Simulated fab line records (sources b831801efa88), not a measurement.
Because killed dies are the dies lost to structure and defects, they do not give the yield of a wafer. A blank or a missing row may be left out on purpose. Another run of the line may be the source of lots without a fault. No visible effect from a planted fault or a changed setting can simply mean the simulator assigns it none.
Chamber matching    flow sky130    SKY_VIA1_ETCH_15 on rie diel-04 has 4 sister chambers
The step etches SiO2 in C4F8/O2/Ar, stops on TiN, target depth 351 nm, time 54 s. 8 wafers are shown with their chamber, then 8 later ones without.

== WAFERS WITH THEIR CHAMBER ==
wafer   chamber  oes product au (a.u.)
L089.1  1        0.988
L089.4  2        0.983
L089.5  0        0.993
L089.6  3        0.983
L090.1  3        0.979
L090.2  1        0.982
L090.3  2        0.981
L090.4  0        0.975

== WAFERS WITH NO CHAMBER GIVEN ==
wafer   oes product au (a.u.)
L090.5  0.977
L090.6  0.979
L091.1  0.981
L091.2  0.984
L091.3  0.988
L091.4  0.980
L091.5  0.982
L091.6  0.980

== EACH ONE'S CHAMBER ==
wafer   from the rows above                in truth
L090.5  can't be placed: 3 or 2 or 0 or 1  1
L090.6  can't be placed: 3 or 2 or 0 or 1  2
L091.1  can't be placed: 3 or 2 or 0 or 1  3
L091.2  can't be placed: 0 or 1 or 2 or 3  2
L091.3  can't be placed: 1 or 0 or 2 or 3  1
L091.4  can't be placed: 3 or 2 or 0 or 1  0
L091.5  can't be placed: 2 or 3 or 0 or 1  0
L091.6  can't be placed: 3 or 2 or 0 or 1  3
Correct placement for 0 of the 8. Not placeable from these rows: 8 (in 8, the candidates include the true chamber). 0 placed wrongly.
How it was worked out, from the rows above alone: a wafer's distance from a chamber is the root of the sum, over the readings, of the square of ((its reading less the chamber's mean) divided by the reading's scatter). The wafer belongs to the nearest chamber; if the next one is less than 2 further off, it can't be placed. For every chamber, the mean is computed from those of its wafers that are shown. How the scatter is found: for the shown wafers, subtract from each reading the mean of its chamber, square and add these, divide the total by (wafers less chambers), then take the root.
